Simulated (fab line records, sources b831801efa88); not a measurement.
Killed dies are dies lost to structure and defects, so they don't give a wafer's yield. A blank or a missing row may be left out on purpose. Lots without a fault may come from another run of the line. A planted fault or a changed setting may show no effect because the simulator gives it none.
fab line records | flow sky130
record lots=14 wafers=42 last_day=50
route steps=708 shown CAPM@552 PAD_OPEN@708
lots that met no fault: from a run of the same line without faults
start_h: hours from the record's first day to the start of the lot's first wafer shown | wait_h: hours since the lot's step before | " the same as in the row above | L1.1+2: a row that stands for several wafers | - no value, or no start given | * or withheld: withheld | < > ~ a bound
route shown NAME@n: a module of which the file shows steps, and the number in the route of the first | usual: mean/standard deviation of fault-free wafers | same: alike in all rows | chamber/n: place in a boat | sites: the reading at each site | _std_site: their standard deviation | _edge_site: outer sites' mean less inner sites' | radius_mm: how far each site lies from the wafer's centre | mask NAME#n: copy n | behind: the tool/chamber that last shaped the wafer | hold: why the lot was held/for how many hours/how that ended | device: the transistor (n, p or np) that didn't switch | end of line: the same wafers' tests at the end of the route | a step without rows: its recipe alone | killed: dies lost to structure and defects at the first sort, not the wafer's yield | map: a wafer's dies, x killed, . not, _ none there
set.NAME: the setting as run; set.NAME@STEP: as run at that earlier step | model.NAME: the simulator's own value behind a step, which no gauge read
steps of the route over a sample of lots; a table a step, a row a wafer
services: from which hour (start_h, from the record's first day; less than 0 if before it) a tool's chamber was out of use, for how many hours, and why
## steps
# step SKY_CAPM_STRIP_15
# recipe chemistry=post_etch_residue_remover time_s=1200 temp_c=72.5
# columns lot.wafer tool chamber start_h wait_h
L453.3+4+6 wet_bench-01 1 889.42 0.0
L454.1+2+6 wet_bench-03 0 895.67 0.1
L455.4+5+6 wet_bench-02 0 921.97 0.0
L456.3+5+6 wet_bench-01 3 929.45 0.0
L458.2+4+5 wet_bench-01 0 945.09 0.1
L459.1+2+5 wet_bench-01 3 949.15 0.1
L462.2+4+5 wet_bench-03 2 964.33 0.1
L460.2+4+6 wet_bench-02 3 965.32 0.1
L461.1+2+6 wet_bench-01 1 966.62 0.1
L463.3+4+5 wet_bench-03 0 971.88 0.0
L466.3+4+6 wet_bench-01 3 984.68 0.0
L471.2+4+5 wet_bench-01 0 1025.97 0.1
L473.2+4+6 wet_bench-03 0 1029.12 0.1
L474.1+3+4 wet_bench-01 2 1036.48 0.1
# step SKY_PAD_OPEN_PROBE_99
# usual defect_limited_yield=82.7/1.9 killed_at_M0_to_M3=43/6.8 killed_at_M4_up=3.0/1.8 killed_at_contacts=23/5.4 killed_at_front_end=15/4.4 killed_at_other=0.3/0.51 killed_dies=85/9.2 killed_on_rim=17/3.7 killed_open=47/6.8 killed_short=39/6.8 sort_bin_3_pad_short=0.8/0.43 sort_bin_5_function=10.3/1.5 sort_bin_6_memory=6.2/0.96 sort_n_pass=407/9.2 sort_yield_pct=82.7/1.9
# same gross_dies=492 killed_at_back_side=0 sort_bin_4_leakage[%]=0 sort_bin_8_speed[%]=0
# columns lot.wafer tool chamber start_h wait_h defect_limited_yield[%] killed_at_M0_to_M3 killed_at_M4_up killed_at_contacts killed_at_front_end killed_at_other killed_dies killed_on_rim killed_open killed_short sort_bin_3_pad_short[%] sort_bin_5_function[%] sort_bin_6_memory[%] sort_n_pass sort_yield_pct[%]
L453.3 prober-02 - 1084.58 0.2 81.5 49 1 19 22 0 91 12 50 41 1.4 10.8 6.3 401 81.5
L453.4 prober-02 - 1084.63 0.2 83.7 36 2 20 21 1 80 18 37 43 0.8 9.8 5.7 412 83.7
L453.6 prober-02 - 1084.73 0.2 82.3 45 2 19 21 0 87 18 41 46 1.4 10.8 5.5 405 82.3
L454.1 prober-01 - 1090.32 0.1 83.7 46 3 18 13 0 80 18 47 33 0.4 8.1 7.7 412 83.7
L454.2 prober-01 - 1090.37 0.1 80.9 51 5 28 10 0 94 23 50 44 0.8 12.8 5.5 398 80.9
L454.6 prober-01 - 1090.57 0.2 84.1 46 3 19 10 0 78 16 49 29 1.4 8.5 5.9 414 84.1
L455.4 prober-02 - 1113.02 0.2 85.4 29 1 20 21 1 72 16 32 40 0.8 8.7 5.1 420 85.4
L455.5 prober-02 - 1113.07 0.2 79.9 43 6 34 16 0 99 15 54 45 1.6 12.2 6.3 393 79.9
L455.6 prober-02 - 1113.12 0.2 83.3 35 2 33 12 0 82 19 40 42 1.0 8.9 6.7 410 83.3
L456.3 prober-01 - 1118.18 0.2 82.9 45 2 23 14 0 84 17 45 39 0.6 10.4 6.1 408 82.9
L456.5 prober-01 - 1118.28 0.2 83.5 39 1 17 24 0 81 17 43 38 0.2 10.4 5.9 411 83.5
L456.6 prober-01 - 1118.33 0.2 80.7 48 3 20 22 2 95 21 59 36 1.6 10.4 7.3 397 80.7
L458.2 prober-01 - 1130.83 0.1 83.3 41 2 25 13 1 82 18 40 42 1.2 9.6 5.9 410 83.3
L458.4 prober-01 - 1130.93 0.2 82.5 51 0 26 9 0 86 17 56 30 0.4 11.0 6.1 406 82.5
L458.5 prober-01 - 1130.98 0.2 84.6 33 5 28 10 0 76 13 46 30 0.6 8.9 5.9 416 84.6
L459.1 prober-02 - 1134.29 0.1 85.4 33 5 20 14 0 72 12 34 38 0.4 8.5 5.7 420 85.4
L459.2 prober-02 - 1134.34 0.1 85.4 39 2 21 10 0 72 17 35 37 1.4 8.9 4.3 420 85.4
L459.5 prober-02 - 1134.49 0.2 84.6 32 3 19 22 0 76 20 42 34 0.6 8.3 6.5 416 84.6
L462.2 prober-01 - 1144.48 0.1 85.4 41 1 15 15 0 72 16 45 27 0.2 7.9 6.5 420 85.4
L462.4 prober-01 - 1144.58 0.2 82.5 42 3 24 17 0 86 17 39 47 0.6 11.2 5.7 406 82.5
L462.5 prober-01 - 1144.63 0.2 80.9 49 7 20 17 1 94 17 54 40 1.0 11.6 6.5 398 80.9
L460.2 prober-02 - 1145.97 0.1 82.9 44 3 26 11 0 84 16 48 36 1.0 9.1 6.9 408 82.9
L460.4 prober-02 - 1146.07 0.2 84.1 44 1 19 13 1 78 20 44 34 0.4 10.8 4.7 414 84.1
L460.6 prober-02 - 1146.17 0.2 85.2 34 5 22 12 0 73 11 31 42 0.8 9.3 4.7 419 85.2
L461.1 prober-01 - 1147.07 0.1 84.8 35 4 20 16 0 75 17 39 36 0.6 8.5 6.1 417 84.8
L461.2 prober-01 - 1147.12 0.1 82.7 44 1 30 9 1 85 14 52 33 0.6 11.4 5.3 407 82.7
L461.6 prober-01 - 1147.32 0.2 84.1 38 6 16 17 1 78 16 46 32 0 9.3 6.5 414 84.1
L463.3 prober-02 - 1152.39 0.2 83.3 41 5 13 23 0 82 12 36 46 1.4 8.5 6.7 410 83.3
L463.4 prober-02 - 1152.44 0.2 82.9 46 3 18 16 1 84 18 43 41 1.0 9.1 6.9 408 82.9
L463.5 prober-02 - 1152.49 0.2 79.5 50 3 30 18 0 101 27 58 43 1.0 11.4 8.1 391 79.5
L466.3 prober-01 - 1163.48 0.2 81.5 42 3 19 27 0 91 23 41 50 0.6 10.2 7.7 401 81.5
L466.4 prober-01 - 1163.53 0.2 83.7 40 1 19 20 0 80 18 45 35 1.4 9.3 5.5 412 83.7
L466.6 prober-01 - 1163.63 0.2 81.1 47 2 23 21 0 93 17 55 38 1.0 9.8 8.1 399 81.1
L471.2 prober-02 - 1191.59 0.1 75.4 34 4 23 18 42 121 21 35 45 1.6 16.1 6.9 371 75.4
L471.4 prober-02 - 1191.69 0.2 73.6 39 4 16 18 53 130 13 45 32 3.5 16.5 6.5 362 73.6
L471.5 prober-02 - 1191.74 0.2 75.4 37 1 22 14 47 121 16 52 22 2.2 15.4 6.9 371 75.4
L473.2 prober-01 - 1194.18 0.1 84.6 38 5 22 11 0 76 14 44 32 0.6 9.1 5.7 416 84.6
L473.4 prober-01 - 1194.28 0.2 81.9 55 2 22 8 2 89 14 53 36 0.8 10.2 7.1 403 81.9
L473.6 prober-01 - 1194.38 0.2 83.5 40 3 27 11 0 81 17 47 34 0.2 11.6 4.7 411 83.5
L474.1 prober-01 - 1199.54 0.1 73.0 50 2 34 10 37 133 34 56 40 2.8 15.4 8.7 359 73.0
L474.3 prober-01 - 1199.64 0.2 74.4 50 3 25 13 35 126 22 55 36 1.6 17.3 6.7 366 74.4
L474.4 prober-01 - 1199.69 0.2 75.8 50 3 17 19 30 119 23 43 46 0.8 18.7 4.7 373 75.8
# killed by level:class
L453.3 CONTACT:geometric_particle:open=9 VIA2:geometric_particle:open=9 FIELD_ISO:geometric_particle:short=8 VIA1:geometric_particle:open=7 VIA3:geometric_particle:open=6 VIA2:geometric_particle:short=6 FIELD_ISO:geometric_particle:open=5 POLY_GATE:geometric_particle:short=5
L453.4 VIA1:geometric_particle:open=9 POLY_GATE:geometric_particle:open=8 LI_CONTACT:geometric_particle:short=6 FIELD_ISO:geometric_particle:short=5 METAL3:geometric_particle:short=5 POLY_GATE:geometric_particle:short=5 VIA1:geometric_particle:short=5 VIA3:geometric_particle:open=5
L453.6 FIELD_ISO:geometric_particle:open=7 CONTACT:geometric_particle:short=7 CONTACT:geometric_particle:open=7 METAL1:geometric_particle:short=7 VIA1:geometric_particle:open=7 METAL2:geometric_particle:short=7 VIA2:geometric_particle:open=6 POLY_GATE:geometric_particle:short=5
L454.1 VIA1:geometric_particle:open=16 METAL2:geometric_particle:open=6 CONTACT:geometric_particle:open=5 FIELD_ISO:geometric_particle:open=4 FIELD_ISO:geometric_particle:short=4 LI_CONTACT:geometric_particle:open=4 LOCAL_INTERCONNECT:geometric_particle:short=4 CONTACT:geometric_particle:short=4
L454.2 VIA1:geometric_particle:open=14 CONTACT:geometric_particle:open=13 VIA3:geometric_particle:open=9 METAL2:geometric_particle:short=8 VIA2:geometric_particle:open=6 LI_CONTACT:geometric_particle:open=5 METAL4:geometric_particle:short=5 CONTACT:geometric_particle:short=4
L454.6 VIA1:geometric_particle:open=11 VIA2:geometric_particle:open=7 VIA3:geometric_particle:open=7 CONTACT:geometric_particle:short=6 VIA1:geometric_particle:short=5 CONTACT:geometric_particle:open=5 LI_CONTACT:geometric_particle:open=5 VIA3:geometric_particle:short=5
L455.4 FIELD_ISO:geometric_particle:short=8 VIA1:geometric_particle:open=8 LI_CONTACT:geometric_particle:open=6 CONTACT:geometric_particle:open=6 POLY_GATE:geometric_particle:short=5 CONTACT:geometric_particle:short=5 METAL1:geometric_particle:short=5 METAL2:geometric_particle:short=5
L455.5 LI_CONTACT:geometric_particle:open=13 VIA1:geometric_particle:open=13 LOCAL_INTERCONNECT:geometric_particle:short=7 CONTACT:geometric_particle:open=7 VIA2:geometric_particle:open=6 LI_CONTACT:geometric_particle:short=5 FIELD_ISO:geometric_particle:open=4 METAL2:geometric_particle:short=4
L455.6 LI_CONTACT:geometric_particle:open=11 METAL1:geometric_particle:short=10 LOCAL_INTERCONNECT:geometric_particle:short=7 CONTACT:geometric_particle:open=6 METAL2:geometric_particle:short=6 FIELD_ISO:geometric_particle:open=5 VIA2:geometric_particle:open=5 CONTACT:geometric_particle:short=5
L456.3 VIA1:geometric_particle:open=10 LI_CONTACT:geometric_particle:open=8 VIA2:geometric_particle:open=8 METAL1:geometric_particle:short=7 CONTACT:geometric_particle:open=6 VIA3:geometric_particle:open=5 FIELD_ISO:geometric_particle:short=4 POLY_GATE:geometric_particle:short=4
L456.5 VIA1:geometric_particle:open=11 POLY_GATE:geometric_particle:short=9 CONTACT:geometric_particle:open=7 VIA2:geometric_particle:short=5 METAL2:geometric_particle:open=4 METAL2:geometric_particle:short=4 VIA2:geometric_particle:open=4 VIA3:geometric_particle:open=4
L456.6 VIA1:geometric_particle:open=15 VIA2:geometric_particle:open=9 FIELD_ISO:geometric_particle:open=8 LI_CONTACT:geometric_particle:open=7 CONTACT:geometric_particle:open=6 VIA1:geometric_particle:short=5 VIA2:geometric_particle:short=5 VIA3:geometric_particle:open=5
L458.2 CONTACT:geometric_particle:open=10 VIA1:geometric_particle:open=10 VIA3:geometric_particle:open=6 POLY_GATE:geometric_particle:short=5 LI_CONTACT:geometric_particle:short=5 VIA2:geometric_particle:short=5 FIELD_ISO:geometric_particle:open=4 VIA1:geometric_particle:short=4
L458.4 VIA3:geometric_particle:open=14 LI_CONTACT:geometric_particle:open=10 VIA1:geometric_particle:open=8 VIA2:geometric_particle:open=7 CONTACT:geometric_particle:open=6 LOCAL_INTERCONNECT:geometric_particle:short=5 METAL2:geometric_particle:short=5 FIELD_ISO:geometric_particle:short=4
L458.5 CONTACT:geometric_particle:open=15 VIA1:geometric_particle:open=12 POLY_GATE:geometric_particle:short=5 LI_CONTACT:geometric_particle:open=5 VIA2:geometric_particle:open=5 METAL2:geometric_particle:short=4 CONTACT:geometric_particle:short=4 METAL4:geometric_particle:short=4
L459.1 CONTACT:geometric_particle:open=11 VIA1:geometric_particle:open=7 VIA1:geometric_particle:short=7 METAL1:geometric_particle:short=4 METAL2:geometric_particle:short=4 VIA2:geometric_particle:open=4 FIELD_ISO:geometric_particle:short=3 SPACER:geometric_particle:short=3
L459.2 VIA1:geometric_particle:short=7 POLY_GATE:geometric_particle:short=6 LI_CONTACT:geometric_particle:open=6 CONTACT:geometric_particle:open=6 VIA1:geometric_particle:open=6 VIA3:geometric_particle:open=6 METAL1:geometric_particle:short=4 VIA2:geometric_particle:open=4
L459.5 CONTACT:geometric_particle:open=7 VIA3:geometric_particle:open=7 SPACER:geometric_particle:short=5 POLY_GATE:geometric_particle:open=5 POLY_GATE:geometric_particle:short=5 VIA1:geometric_particle:open=5 LI_CONTACT:geometric_particle:open=4 CONTACT:geometric_particle:short=3
L462.2 VIA1:geometric_particle:open=11 VIA3:geometric_particle:open=8 FIELD_ISO:geometric_particle:open=6 LI_CONTACT:geometric_particle:open=6 METAL1:geometric_particle:short=6 VIA1:geometric_particle:short=4 VIA2:geometric_particle:open=4 POLY_GATE:geometric_particle:open=3
L462.4 METAL2:geometric_particle:short=9 LI_CONTACT:geometric_particle:open=8 CONTACT:geometric_particle:short=8 VIA1:geometric_particle:open=7 VIA2:geometric_particle:open=6 POLY_GATE:geometric_particle:open=5 VIA3:geometric_particle:open=5 FIELD_ISO:geometric_particle:short=4
L462.5 VIA2:geometric_particle:open=18 VIA1:geometric_particle:open=7 LI_CONTACT:geometric_particle:short=6 FIELD_ISO:geometric_particle:open=5 POLY_GATE:geometric_particle:short=5 LI_CONTACT:geometric_particle:open=5 POLY_GATE:geometric_particle:open=4 VIA3:geometric_particle:open=4
L460.2 LI_CONTACT:geometric_particle:open=13 METAL2:geometric_particle:short=10 VIA1:geometric_particle:open=10 CONTACT:geometric_particle:open=7 METAL1:geometric_particle:short=7 FIELD_ISO:geometric_particle:open=4 LOCAL_INTERCONNECT:geometric_particle:short=3 SPACER:geometric_particle:open=3
L460.4 VIA1:geometric_particle:open=12 CONTACT:geometric_particle:open=9 VIA1:geometric_particle:short=9 FIELD_ISO:geometric_particle:open=6 LI_CONTACT:geometric_particle:open=6 VIA2:geometric_particle:short=6 VIA2:geometric_particle:open=6 CONTACT:geometric_particle:short=4
L460.6 VIA1:geometric_particle:short=8 LI_CONTACT:geometric_particle:open=7 VIA1:geometric_particle:open=7 VIA2:geometric_particle:short=5 CONTACT:geometric_particle:short=5 CONTACT:geometric_particle:open=5 FIELD_ISO:geometric_particle:short=4 LOCAL_INTERCONNECT:geometric_particle:short=4
L461.1 METAL2:geometric_particle:short=7 CONTACT:geometric_particle:open=6 VIA2:geometric_particle:open=5 VIA3:geometric_particle:open=5 FIELD_ISO:geometric_particle:open=4 FIELD_ISO:geometric_particle:short=4 SPACER:geometric_particle:open=4 LI_CONTACT:geometric_particle:short=3
L461.2 CONTACT:geometric_particle:open=15 LI_CONTACT:geometric_particle:open=7 METAL1:geometric_particle:short=6 VIA1:geometric_particle:short=6 VIA1:geometric_particle:open=6 VIA2:geometric_particle:open=6 VIA3:geometric_particle:short=6 VIA3:geometric_particle:open=6
L461.6 VIA1:geometric_particle:open=7 VIA3:geometric_particle:open=7 LI_CONTACT:geometric_particle:open=6 VIA2:geometric_particle:open=6 METAL4:geometric_particle:short=6 FIELD_ISO:geometric_particle:open=5 METAL2:geometric_particle:short=5 POLY_GATE:geometric_particle:open=4
L463.3 POLY_GATE:geometric_particle:open=7 VIA1:geometric_particle:open=7 POLY_GATE:geometric_particle:short=6 VIA2:geometric_particle:open=6 CONTACT:geometric_particle:open=5 METAL1:geometric_particle:short=5 METAL4:geometric_particle:short=5 FIELD_ISO:geometric_particle:short=4
L463.4 VIA2:geometric_particle:open=11 VIA1:geometric_particle:open=8 METAL1:geometric_particle:short=7 LOCAL_INTERCONNECT:geometric_particle:short=5 METAL2:geometric_particle:short=5 POLY_GATE:geometric_particle:open=4 POLY_GATE:geometric_particle:short=4 LI_CONTACT:geometric_particle:open=4
L463.5 VIA1:geometric_particle:open=13 CONTACT:geometric_particle:open=10 VIA3:geometric_particle:open=8 LOCAL_INTERCONNECT:geometric_particle:short=7 METAL1:geometric_particle:short=7 LI_CONTACT:geometric_particle:open=6 VIA2:geometric_particle:open=6 CONTACT:geometric_particle:short=5
L466.3 POLY_GATE:geometric_particle:short=9 CONTACT:geometric_particle:open=9 VIA1:geometric_particle:open=7 VIA1:geometric_particle:short=7 METAL2:geometric_particle:short=7 VIA2:geometric_particle:open=6 METAL1:geometric_particle:short=6 FIELD_ISO:geometric_particle:short=5
L466.4 VIA1:geometric_particle:open=9 CONTACT:geometric_particle:open=9 VIA2:geometric_particle:open=7 FIELD_ISO:geometric_particle:open=6 METAL1:geometric_particle:short=6 POLY_GATE:geometric_particle:open=4 POLY_GATE:geometric_particle:short=4 VIA3:geometric_particle:open=4
L466.6 VIA1:geometric_particle:open=13 CONTACT:geometric_particle:open=13 LI_CONTACT:geometric_particle:open=6 METAL1:geometric_particle:short=6 POLY_GATE:geometric_particle:open=5 POLY_GATE:geometric_particle:short=5 VIA3:geometric_particle:short=5 VIA3:geometric_particle:open=5
L471.2 CAPM:unspecified=41 CONTACT:geometric_particle:open=10 METAL2:geometric_particle:short=8 LI_CONTACT:geometric_particle:open=5 METAL1:geometric_particle:short=5 VIA1:geometric_particle:open=5 FIELD_ISO:geometric_particle:open=4 POLY_GATE:geometric_particle:short=4
L471.4 CAPM:unspecified=53 VIA1:geometric_particle:open=12 POLY_GATE:geometric_particle:open=6 METAL2:geometric_particle:short=6 CONTACT:geometric_particle:open=6 VIA3:geometric_particle:open=6 POLY_GATE:geometric_particle:short=5 VIA2:geometric_particle:open=5
L471.5 CAPM:unspecified=47 VIA1:geometric_particle:open=11 CONTACT:geometric_particle:open=10 VIA2:geometric_particle:open=7 VIA3:geometric_particle:open=7 POLY_GATE:geometric_particle:open=5 METAL1:geometric_particle:short=5 LI_CONTACT:geometric_particle:open=4
L473.2 VIA1:geometric_particle:open=12 CONTACT:geometric_particle:open=8 VIA2:geometric_particle:open=8 LI_CONTACT:geometric_particle:short=6 LI_CONTACT:geometric_particle:open=5 METAL1:geometric_particle:short=5 VIA1:geometric_particle:short=5 POLY_GATE:geometric_particle:open=3
L473.4 VIA1:geometric_particle:open=18 VIA2:geometric_particle:open=9 LI_CONTACT:geometric_particle:open=8 VIA3:geometric_particle:open=8 METAL1:geometric_particle:short=6 LI_CONTACT:geometric_particle:short=5 LOCAL_INTERCONNECT:geometric_particle:short=5 CONTACT:geometric_particle:open=4
L473.6 VIA1:geometric_particle:open=13 CONTACT:geometric_particle:open=10 VIA1:geometric_particle:short=8 LI_CONTACT:geometric_particle:open=6 VIA3:geometric_particle:open=5 LI_CONTACT:geometric_particle:short=4 CONTACT:geometric_particle:short=4 VIA2:geometric_particle:open=3
L474.1 CAPM:unspecified=37 LI_CONTACT:geometric_particle:open=12 VIA2:geometric_particle:open=12 CONTACT:geometric_particle:open=11 VIA1:geometric_particle:open=7 CONTACT:geometric_particle:short=6 VIA1:geometric_particle:short=6 VIA2:geometric_particle:short=6
L474.3 CAPM:unspecified=35 VIA1:geometric_particle:open=14 CONTACT:geometric_particle:open=11 VIA3:geometric_particle:open=7 LI_CONTACT:geometric_particle:short=6 METAL1:geometric_particle:short=5 METAL2:geometric_particle:short=5 VIA2:geometric_particle:open=5
L474.4 CAPM:unspecified=30 VIA1:geometric_particle:open=12 FIELD_ISO:geometric_particle:open=8 VIA1:geometric_particle:short=7 CONTACT:geometric_particle:open=7 VIA2:geometric_particle:short=5 METAL1:geometric_particle:short=5 METAL2:geometric_particle:short=5
## services
# columns tool chamber start_h hours kind
wet_bench-03 - 1011.40 0.9 repair
## key
first_sign step=SKY_PAD_OPEN_PROBE_99 reading=killed_at_other direction=up sigmas=40 usual=0.3 struck=40.7
effect step=SKY_PAD_OPEN_PROBE_99 reading=defect_limited_yield direction=down sigmas=4.3 usual=82.7 struck=74.6
met_at SKY_CAPM_STRIP_15
struck_lots L471,L474
onset_between 984.68 1025.97
fault kind=chamber_particle_source tool=wet_bench-01 chamber=- onset_h=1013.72 steps=SKY_CAPM_STRIP_15 rate_per_visit_cm2=0.53456 end_h=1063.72
